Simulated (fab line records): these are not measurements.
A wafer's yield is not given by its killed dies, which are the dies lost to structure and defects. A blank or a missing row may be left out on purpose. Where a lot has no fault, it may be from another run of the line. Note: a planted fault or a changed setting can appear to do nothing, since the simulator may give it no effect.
fab line records -- flow sky130
record: lots: 5, wafers: 15, last-day: 50
route steps=708 shown GATE_OXIDE@192 POLY_GATE@204 RES_PROTECT@206 PAD_OPEN@708
lots untouched by any fault: they come from a run of this same line in which no faults occurred
start-h: hours from the record's first day to the start of the lot's first wafer shown -- wait-h: how many hours have passed since the lot's step before this one -- " as in the row above -- L1.1+2: several wafers, shown together as one row -- - no value present, or no start provided -- * or withheld: withheld -- < > ~ a bound
route shown NAME@n: a module of which the file shows steps, and the number in the route of the first -- usual: mean/standard deviation of fault-free wafers -- same: alike in all rows -- chamber/n: place in a boat -- sites: each site's reading -- _std_site: standard deviation of those values -- _edge_site: outer sites' mean less inner sites' -- radius-mm: how far each site lies from the wafer's centre -- mask NAME#n: copy n -- behind: the tool/chamber that last shaped the wafer -- hold: what put the lot on hold/how long, in hours/how the hold closed -- device: the transistor (n, p or np) that didn't switch -- end of line: tests run on the same wafers once the route is complete -- where a step has no rows: the recipe by itself -- killed: at the first sort, the dies lost to defects and structure; wafer yield is something else -- map: per-die view of a wafer (x killed, . not killed, _ where there is no die)
set.NAME: the setting as run; set.NAME@STEP: as run at that earlier step -- model.NAME: the simulator's own value behind a step, which no gauge read
a table for each step, a row for each wafer; lots at some steps of the route
services: the hour from which a tool's chamber was out of use, counted from the record's first day as start-h (under 0 if before that day), plus the number of hours and why
== steps ==
step: SKY_GATE_OXIDE_COAT_05
recipe: resist: NOVOLAK, spin-rpm: 3000, resist-thk-nm: 1140
step: SKY_GATE_OXIDE_SOFTBAKE_06
recipe: temp-c: 90, time-s: 60, resist: NOVOLAK
step: SKY_GATE_OXIDE_EXPOSE_07
recipe: mask-id: LVOM, na: 0.6, source-shape: conventional, sigma-outer: 0.6, polarization: unpolarized, target-cd-nm: 600, dose-mj: 170
step: SKY_GATE_OXIDE_PEB_08
recipe: temp-c: withheld, time-s: *, resist: NOVOLAK
step: SKY_GATE_OXIDE_DEVELOP_09
recipe: resist: NOVOLAK, developer: TMAH, develop-time-s: 60, dev-temp-c: 23
step: SKY_GATE_OXIDE_IMPLANT_11
recipe: species: B, energy-kev: 10, dose-cm2: 2.6e+12, tilt-deg: withheld
step: SKY_GATE_OXIDE_WET_ETCH_12
recipe: chemistry: dHF, target-depth-nm: 16.8, dry: n2-spin, target: SiO2, dilution: 100:1, temp-c: 25, time-s: 336
step: SKY_GATE_OXIDE_STRIP_13
recipe: chemistry: O2/N2, power-w: 1400, pressure-mtorr: 1500, platen-temp-c: withheld, o2-flow-sccm: 3000, n2-flow-sccm: 300, overash-fraction: 0.5
step: SKY_GATE_OXIDE_CLEAN_15
recipe: chemistry: SC1/SC2, mix: 1:4:20, temp-c: 70, time-s: 150, dry: n2-spin
step: SKY_GATE_OXIDE_OXIDATION_16
recipe: temp-c: 802.6, ambient: O2, idle-temp-c: 700, ramp-up-c-per-min: 10, ramp-down-c-per-min: 3, stabilise-s: 600, purge-s: 300, target-thk-a: 35.7, ox-time-s: 1915
step: SKY_POLY_GATE_CVD_00
recipe: material: poly-Si, target-thk-nm: 180, temp-c: 620, time-s: 720, pressure-mtorr: 200
usual: spike-tc-centre-C: 620.4/1.4, spike-tc-top-C: 640.7/2, spike-tc-upper-C: 620.7/1, zone-power-centre-pct: 8.91/0.3, zone-power-lower-pct: 8.70/0.23, zone-power-top-pct: 20.9/1.2, zone-power-upper-pct: 10.6/0.54
lot.wafer,tool,chamber,start-h,wait-h,spike-tc-centre-C,spike-tc-top-C,spike-tc-upper-C,zone-power-centre-pct,zone-power-lower-pct,zone-power-top-pct,zone-power-upper-pct,model.poly-Si_of_POLY_GATE_CVD_00.thk-nm
L166.2,lpcvd-01,1,318.65,0.0,620.2,642.5,619.2,9.36,8.52,22.5,9.9,179.2
L166.3,lpcvd-01,1,318.65,0.0,620.0,641.7,620.1,9.21,8.50,22.3,9.9,179.9
L166.5,lpcvd-01,1,318.65,0.0,620.3,642.1,618.9,9.22,8.52,22.3,10.0,181
L171.1,lpcvd-01,0,362.13,0.0,630.1,650.1,554.6,13.99,8.09,27.3,0.0,103.9
L171.2,lpcvd-01,0,362.13,0.0,629.2,650.2,555.4,13.77,8.11,27.8,0.0,94.53
L171.3,lpcvd-01,0,362.13,0.0,631.0,651.0,552.2,13.79,8.11,27.4,0.0,91.54
L172.2,lpcvd-01,1,362.13,0.0,628.6,653.8,552.6,14.71,7.89,30.6,0.0,157.5
L172.3,lpcvd-01,1,362.13,0.0,628.3,653.8,555.1,14.59,7.68,30.6,0.0,146.7
L172.6,lpcvd-01,1,362.13,0.0,629.7,655.2,554.4,14.82,7.76,30.7,0.0,111.8
L173.3,lpcvd-01,1,375.44,0.0,627.9,654.9,555.1,14.77,7.69,30.7,0.0,92.46
L173.4,lpcvd-01,1,375.44,0.0,626.4,654.1,553.5,14.81,7.74,30.1,0.0,91.5
L173.5,lpcvd-01,1,375.44,0.0,627.1,654.5,554.0,14.61,7.80,30.4,0.0,95.25
L189.1,lpcvd-01,1,507.94,0.0,618.9,641.4,621.4,9.48,8.56,22.4,9.8,181.7
L189.3,lpcvd-01,1,507.94,0.0,617.7,644.3,619.4,9.35,8.43,22.2,10.0,181.1
L189.6,lpcvd-01,1,507.94,0.0,618.3,640.0,621.6,9.27,8.49,22.0,10.0,181.6
step: SKY_POLY_GATE_THK_MEAS_01
recipe: reads: poly-Si_of_POLY_GATE_CVD_00
usual: POLY_GATE_CVD_00_THK: 179.3/1.5
lot.wafer,tool,chamber,start-h,wait-h,POLY_GATE_CVD_00_THK[nm]
L166.2,film-metro-01,-,319.86,0.0,179.3
L166.3,film-metro-01,-,319.86,0.0,179.8
L166.5,film-metro-01,-,319.86,0.0,181.0
L172.2,film-metro-02,-,363.34,0.0,157.5
L172.3,film-metro-02,-,363.34,0.0,146.8
L172.6,film-metro-02,-,363.34,0.0,111.8
L171.1,film-metro-02,-,363.39,0.1,103.9
L171.2,film-metro-02,-,363.39,0.1,94.6
L171.3,film-metro-02,-,363.39,0.1,91.5
L173.3,film-metro-02,-,376.66,0.0,92.4
L173.4,film-metro-02,-,376.66,0.0,91.5
L173.5,film-metro-02,-,376.66,0.0,95.3
L189.1,film-metro-02,-,509.74,0.0,181.7
L189.3,film-metro-02,-,509.74,0.0,181.2
L189.6,film-metro-02,-,509.74,0.0,181.6
step: SKY_RES_PROTECT_DEHYDRATE_00
recipe: temp-c: 200, time-s: 60
step: SKY_RES_PROTECT_HMDS_01
recipe: prime-time-s: 60, prime-temp-c: 120
step: SKY_RES_PROTECT_COAT_02
recipe: resist: NOVOLAK, spin-rpm: 3000, resist-thk-nm: 1140
step: SKY_RES_PROTECT_SOFTBAKE_03
recipe: temp-c: 90, time-s: 60, resist: NOVOLAK
step: SKY_RES_PROTECT_EXPOSE_04
recipe: mask-id: RPM, na: 0.6, source-shape: conventional, sigma-outer: 0.6, polarization: unpolarized, target-cd-nm: 1270, dose-mj: 131
step: SKY_RES_PROTECT_PEB_05
recipe: temp-c: withheld, time-s: *, resist: NOVOLAK
step: SKY_RES_PROTECT_DEVELOP_06
recipe: resist: NOVOLAK, developer: TMAH, develop-time-s: 60, dev-temp-c: 23
step: SKY_POLY_GATE_IMPLANT_02
recipe: species: P, energy-kev: 30, dose-cm2: 7.7e+15, tilt-deg: 0
step: SKY_RES_PROTECT_STRIP_07
recipe: chemistry: O2/N2, power-w: 1400, pressure-mtorr: 1500, platen-temp-c: withheld, o2-flow-sccm: 3000, n2-flow-sccm: 300, overash-fraction: 0.5
step: SKY_RES_PROTECT_CLEAN_09
recipe: chemistry: SC1/SC2, mix: 1:4:20, temp-c: 70, time-s: 150, dry: n2-spin
usual: bath-heat-duty-pct: 13.4/1.1
lot.wafer,tool,chamber,start-h,wait-h,bath-heat-duty-pct,model.poly-Si_of_POLY_GATE_CVD_00.thk-nm
L166.2,wet-bench-01,3,344.94,0.0,11.8,178.6
L166.3,wet-bench-01,3,344.94,0.0,11.9,179.2
L166.5,wet-bench-01,3,344.94,0.0,11.1,180.3
L172.2,wet-bench-04,2,390.89,0.0,14.1,156.9
L172.3,wet-bench-04,2,390.89,0.0,13.7,146.1
L172.6,wet-bench-04,2,390.89,0.0,13.6,111.2
L171.1,wet-bench-04,1,391.36,0.1,11.2,103.3
L171.2,wet-bench-04,1,391.36,0.1,10.8,93.9
L171.3,wet-bench-04,1,391.36,0.1,11.5,90.91
L173.3,wet-bench-02,3,405.16,0.0,14.2,91.82
L173.4,wet-bench-02,3,405.16,0.0,13.9,90.87
L173.5,wet-bench-02,3,405.16,0.0,14.8,94.62
L189.1,wet-bench-04,0,540.51,0.1,12.1,181.1
L189.3,wet-bench-04,0,540.51,0.1,11.4,180.5
L189.6,wet-bench-04,0,540.51,0.1,11.5,180.9
step: SKY_POLY_GATE_CVD_03
recipe: material: Si3N4, precursor: DCS/NH3, target-thk-nm: 75, temp-c: 770, time-s: 1290, pressure-mtorr: 250
step: SKY_POLY_GATE_DEHYDRATE_05
recipe: temp-c: 200, time-s: 60
step: SKY_POLY_GATE_HMDS_06
recipe: prime-time-s: 60, prime-temp-c: 120
step: SKY_POLY_GATE_COAT_07
recipe: resist: BARC, temp-c: withheld, time-s: withheld, spin-rpm: 3000, resist-thk-nm: 110
step: SKY_POLY_GATE_COAT_08
recipe: resist: KrF-thick, spin-rpm: 3000, resist-thk-nm: 450
step: SKY_POLY_GATE_SOFTBAKE_09
recipe: temp-c: 100, time-s: 90, resist: KrF-thick
step: SKY_POLY_GATE_EXPOSE_10
recipe: mask-id: P1M, na: 0.68, source-shape: conventional, sigma-outer: 0.6, target-cd-nm: 150, dose-mj: 28
step: SKY_POLY_GATE_PEB_11
recipe: peb-temp-c: withheld, peb-time-s: withheld, resist: KrF-thick
step: SKY_POLY_GATE_DEVELOP_12
recipe: develop-time-s: 60, resist: KrF-thick, dev-temp-c: 21.56
step: SKY_POLY_GATE_ETCH_15
recipe: chemistry: N2/H2, target: BARC, ion-energy-ev: 200, source-w: 500, bias-w: 100, pressure-mtorr: 30, n2-flow-sccm: 100, h2-flow-sccm: 200, stop-on: SiO2, time-s: 118.5, target-depth-a: 1100
step: SKY_POLY_GATE_ETCH_16
recipe: stop-on: poly-Si, chemistry: CH3F/O2, target: Si3N4, source-w: 400, bias-w: 80, pressure-mtorr: 25, ch3f-flow-sccm: 40, O2_flow_sccm: 30, time-s: 147.5, target-depth-a: 750
step: SKY_POLY_GATE_ETCH_17
recipe: target-depth-nm: 180, stop-on: SiO2, over-etch-frac: 0.56667, chemistry: HBr/Cl2, target: poly-Si, icp-w: 400, bias-w: 100, pressure-mtorr: 10, HBr_flow_sccm: 150, Cl2_flow_sccm: 50, time-s: 70.5
usual: drypump-motor-current-A: 5.9/0.48, oes-product-au: 0.985/0.0074, throttle-valve-pct: 33.683/0.0093
lot.wafer,tool,chamber,start-h,wait-h,drypump-motor-current-A,oes-product-au,rf-hours-counter-h,throttle-valve-pct,model.POLY_GATE.feature-depth-nm,model.etch.depth-nm
L166.2,rie-si-02,0,374.22,0.0,5.4,0.974,10,33.692,178.5,178.5
L166.3,rie-si-02,1,374.22,0.0,5.8,0.986,4,33.689,179.2,179.2
L166.5,rie-si-02,1,374.22,0.0,5.8,0.986,-,33.687,180.3,180.3
L172.2,rie-si-02,1,421.43,0.0,5.8,0.905,5,33.671,156.9,156.9
L172.3,rie-si-02,2,421.43,0.0,6.2,0.856,6,33.682,146.1,146.1
L172.6,rie-si-02,1,421.43,0.0,5.8,0.994,-,33.673,180,180
L171.1,rie-si-01,0,424.08,0.0,6.4,0.683,2,33.668,103.3,103.3
L171.2,rie-si-01,2,424.08,0.0,5.6,0.651,2,33.690,93.9,93.9
L171.3,rie-si-01,3,424.08,0.0,5.2,0.638,3,33.675,90.91,90.91
L173.3,rie-si-01,3,438.07,0.0,5.2,0.642,3,33.678,91.82,91.82
L173.4,rie-si-01,2,438.07,0.0,5.6,0.633,-,33.691,90.87,90.87
L173.5,rie-si-01,0,438.07,0.0,6.4,0.654,-,33.695,94.62,94.62
L189.1,rie-si-01,2,572.16,0.0,5.6,0.987,3,33.675,181.1,181.1
L189.3,rie-si-01,1,572.16,0.0,6.6,1.006,1,33.672,180.5,180.5
L189.6,rie-si-01,2,572.16,0.0,5.6,0.994,-,33.674,179.3,179.3
step: SKY_POLY_GATE_STRIP_18
recipe: chemistry: O2/N2, power-w: 1400, pressure-mtorr: 1500, platen-temp-c: withheld, o2-flow-sccm: 3000, n2-flow-sccm: 300, overash-fraction: 0.5
step: SKY_PAD_OPEN_PROBE_99
usual: killed_at_M0_to_M3: 42/6.3, killed_at_M4_up: 2.8/1.9, killed-at-contacts: 23/5.3, killed-at-front-end: 16/4.3, killed-at-other: 0.2/0.51, killed-dies: 84/9.3, killed-on-rim: 16/4.2, killed-open: 46/7.6, killed-short: 38/6.3
same: gross-dies: 492, killed-at-back-side: 0
lot.wafer,tool,chamber,start-h,wait-h,killed_at_M0_to_M3,killed_at_M4_up,killed-at-contacts,killed-at-front-end,killed-at-other,killed-dies,killed-on-rim,killed-open,killed-short,model.etest.res-high-po.line-ohm-um,model.etest.res-poly.line-ohm-um,model.etest.res-high-po.rs-ohm-sq,model.etest.res-poly.rs-ohm-sq,model.etest.cap-li-to-poly.c-af-um2
L166.2,prober-02,-,1085.05,0.1,38,1,21,18,2,80,15,47,33,754.7,514.5,265.1,48.89,97.13
L166.3,prober-02,-,1085.10,0.2,45,3,33,9,0,90,24,52,38,735.8,523.4,262.4,48.04,100.6
L166.5,prober-02,-,1085.20,0.2,50,4,24,26,0,104,15,56,48,762.2,537.8,264,49.05,100.9
L171.1,prober-02,-,1117.23,0.1,48,5,17,17,0,87,21,45,42,-,-,-,-,-
L171.2,prober-02,-,1117.28,0.1,43,2,21,14,0,80,17,47,33,-,-,-,-,-
L171.3,prober-02,-,1117.33,0.2,42,0,16,15,0,73,11,36,37,-,-,-,-,-
L172.2,prober-01,-,1118.41,0.1,39,3,23,11,0,76,10,39,37,793.9,543.5,279.9,53.21,91.07
L172.3,prober-01,-,1118.46,0.2,47,4,14,14,0,79,16,34,45,899.7,613.9,314.7,58.88,89.73
L172.6,prober-01,-,1118.61,0.2,37,0,17,8,0,62,12,36,26,1108,783.4,394.8,75.74,80.99
L173.3,prober-01,-,1135.46,0.2,34,0,31,17,0,82,17,49,33,-,-,-,-,-
L173.4,prober-01,-,1135.51,0.2,35,4,16,12,0,67,13,36,31,-,-,-,-,-
L173.5,prober-01,-,1135.56,0.2,49,5,24,13,0,91,17,44,47,-,-,-,-,-
L189.1,prober-01,-,1205.38,0.1,40,3,23,17,0,83,18,43,40,745.9,516.7,260.6,48.33,100.6
L189.3,prober-01,-,1205.48,0.2,43,3,23,13,0,82,15,49,33,755,514.9,265.4,48.85,98.57
L189.6,prober-01,-,1205.63,0.2,48,4,25,12,0,89,18,46,43,746.6,523.6,261.6,48.59,98.89
killed by level:class
L166.2 CONTACT:geometric-particle:open=12 FIELD_ISO:geometric-particle:open=6 METAL3:geometric-particle:short=6 VIA1:geometric-particle:open=6 VIA3:geometric-particle:open=6 METAL2:geometric-particle:short=5 LI_CONTACT:geometric-particle:open=4 CONTACT:geometric-particle:short=4
L166.3 CONTACT:geometric-particle:open=15 VIA1:geometric-particle:open=10 VIA1:geometric-particle:short=6 METAL1:geometric-particle:short=6 VIA3:geometric-particle:open=6 LI_CONTACT:geometric-particle:short=5 VIA2:geometric-particle:open=5 LI_CONTACT:geometric-particle:open=4
L166.5 VIA2:geometric-particle:open=10 CONTACT:geometric-particle:open=9 VIA3:geometric-particle:open=9 FIELD_ISO:geometric-particle:short=7 VIA1:geometric-particle:open=6 POLY_GATE:geometric-particle:open=5 CONTACT:geometric-particle:short=5 METAL1:geometric-particle:short=5
L171.1 VIA3:geometric-particle:open=10 CONTACT:geometric-particle:open=8 VIA1:geometric-particle:open=8 METAL1:geometric-particle:short=8 VIA2:geometric-particle:open=6 METAL2:geometric-particle:short=5 METAL4:geometric-particle:short=5 FIELD_ISO:geometric-particle:short=4
L171.2 VIA1:geometric-particle:open=11 LI_CONTACT:geometric-particle:open=8 CONTACT:geometric-particle:open=7 METAL1:geometric-particle:short=5 FIELD_ISO:geometric-particle:open=4 VIA1:geometric-particle:short=4 METAL2:geometric-particle:short=4 VIA2:geometric-particle:short=4
L171.3 VIA1:geometric-particle:open=11 METAL1:geometric-particle:short=7 METAL2:geometric-particle:short=5 VIA2:geometric-particle:open=5 POLY_GATE:geometric-particle:open=4 LI_CONTACT:geometric-particle:short=4 LI_CONTACT:geometric-particle:open=4 LOCAL_INTERCONNECT:geometric-particle:short=4
L172.2 VIA1:geometric-particle:open=10 CONTACT:geometric-particle:open=8 METAL1:geometric-particle:short=7 VIA2:geometric-particle:open=6 POLY_GATE:geometric-particle:short=5 LOCAL_INTERCONNECT:geometric-particle:short=5 VIA3:geometric-particle:open=5 CONTACT:geometric-particle:short=4
L172.3 METAL2:geometric-particle:short=11 VIA1:geometric-particle:open=10 METAL1:geometric-particle:short=7 VIA2:geometric-particle:open=7 CONTACT:geometric-particle:open=5 FIELD_ISO:geometric-particle:short=4 LOCAL_INTERCONNECT:geometric-particle:short=4 VIA1:geometric-particle:short=4
L172.6 VIA1:geometric-particle:open=8 CONTACT:geometric-particle:open=6 METAL1:geometric-particle:short=5 LI_CONTACT:geometric-particle:open=4 LOCAL_INTERCONNECT:geometric-particle:short=4 VIA1:geometric-particle:short=4 VIA2:geometric-particle:open=4 POLY_GATE:geometric-particle:open=3
L173.3 CONTACT:geometric-particle:open=13 LI_CONTACT:geometric-particle:open=11 CONTACT:geometric-particle:short=6 VIA3:geometric-particle:open=6 METAL2:geometric-particle:short=6 FIELD_ISO:geometric-particle:short=5 POLY_GATE:geometric-particle:open=5 VIA1:geometric-particle:open=5
L173.4 LI_CONTACT:geometric-particle:open=8 FIELD_ISO:geometric-particle:short=6 VIA3:geometric-particle:open=6 VIA1:geometric-particle:open=6 METAL2:geometric-particle:short=5 METAL1:geometric-particle:short=4 CONTACT:geometric-particle:open=3 LI_CONTACT:geometric-particle:short=3
L173.5 VIA1:geometric-particle:open=12 CONTACT:geometric-particle:open=8 METAL1:geometric-particle:short=7 METAL2:geometric-particle:short=6 VIA2:geometric-particle:open=6 LI_CONTACT:geometric-particle:open=5 CONTACT:geometric-particle:short=5 VIA1:geometric-particle:short=5
L189.1 CONTACT:geometric-particle:open=10 METAL2:geometric-particle:short=8 LI_CONTACT:geometric-particle:open=7 VIA2:geometric-particle:open=7 FIELD_ISO:geometric-particle:short=5 FIELD_ISO:geometric-particle:open=5 CONTACT:geometric-particle:short=5 VIA1:geometric-particle:short=5
L189.3 VIA1:geometric-particle:open=14 CONTACT:geometric-particle:open=10 VIA1:geometric-particle:short=9 FIELD_ISO:geometric-particle:open=6 LI_CONTACT:geometric-particle:open=6 METAL2:geometric-particle:short=6 VIA3:geometric-particle:open=5 LOCAL_INTERCONNECT:geometric-particle:short=3
L189.6 VIA1:geometric-particle:open=12 METAL1:geometric-particle:short=9 CONTACT:geometric-particle:open=9 VIA3:geometric-particle:open=6 CONTACT:geometric-particle:short=5 POLY_GATE:geometric-particle:open=4 LI_CONTACT:geometric-particle:short=4 VIA2:geometric-particle:open=4
== services ==
tool,chamber,start-h,hours,kind
rie-si-01,-,300.65,2.8,pm
rie-si-02,0,305.35,4.6,repair
rie-si-01,1,329.18,3.2,repair
rie-si-02,2,360.49,21.2,repair
wet-bench-04,-,379.89,3.3,repair
rie-si-02,3,392.32,1.5,repair
rie-si-01,2,403.84,12.9,repair
lpcvd-01,-,407.67,0.8,repair
rie-si-01,1,413.79,51.2,repair
rie-si-02,3,420.77,5.8,repair
rie-si-02,-,440.45,2.8,pm
rie-si-02,0,467.08,4.5,repair
rie-si-02,-,475.65,0.6,repair
rie-si-01,-,485.69,2.0,repair
rie-si-01,3,512.51,18.2,repair
rie-si-02,0,532.99,12.0,repair
wet-bench-02,-,533.01,37.1,pm
rie-si-02,3,552.22,-,clean
rie-si-02,3,552.22,15.5,scheduled-down
rie-si-02,3,552.22,15.5,vent-cycle
== key ==
first-sign: step: SKY_POLY_GATE_CVD_00, reading: spike-tc-upper-C, direction: down, sigmas: 63, usual: 620.7, struck: 554.1
effect: step: SKY_POLY_GATE_CVD_00, reading: zone-power-upper-pct, direction: down, sigmas: 20, usual: 10.6, struck: 0.0
effect: step: SKY_POLY_GATE_THK_MEAS_01, reading: POLY_GATE_CVD_00_THK, direction: down, sigmas: 46, usual: 179.3, struck: 109.5
effect: step: SKY_POLY_GATE_ETCH_17, reading: oes-product-au, direction: down, sigmas: 33, usual: 0.985, struck: 0.740, wafers-moved: 8
model-effect: step: SKY_POLY_GATE_CVD_00, value: poly-Si_of_POLY_GATE_CVD_00.thk-nm, without: 179.8, struck: 109.5
model-effect: step: SKY_RES_PROTECT_CLEAN_09, value: poly-Si_of_POLY_GATE_CVD_00.thk-nm, without: 179.2, struck: 108.8
model-effect: step: SKY_POLY_GATE_ETCH_17, value: POLY_GATE.feature-depth-nm, without: 178.7, struck: 116.5
model-effect: step: SKY_PAD_OPEN_PROBE_99, value: etest.res-high-po.line-ohm-um, without: 725.4, struck: 933.8
met-at SKY_POLY_GATE_CVD_00
struck-wafers L171.1,L171.2,L171.3,L172.2,L172.3,L172.6,L173.3,L173.4,L173.5
tester-left-out L171,L172,L173
onset-between 318.65 362.13
fault: kind: process-parameter-drift, tool: lpcvd-01, chamber: -, onset-h: 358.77, steps: SKY_POLY_GATE_CVD_00, channel: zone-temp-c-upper, offset: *, shape: step, end-h: 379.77
tester-left-out: of these lots the tester's yield and bins aren't shown, on N5 and GAA mostly nor the transistor test; their killed dies are dies lost to structure and defects alone, not to doping, threshold or leakage, so they don't give the yield
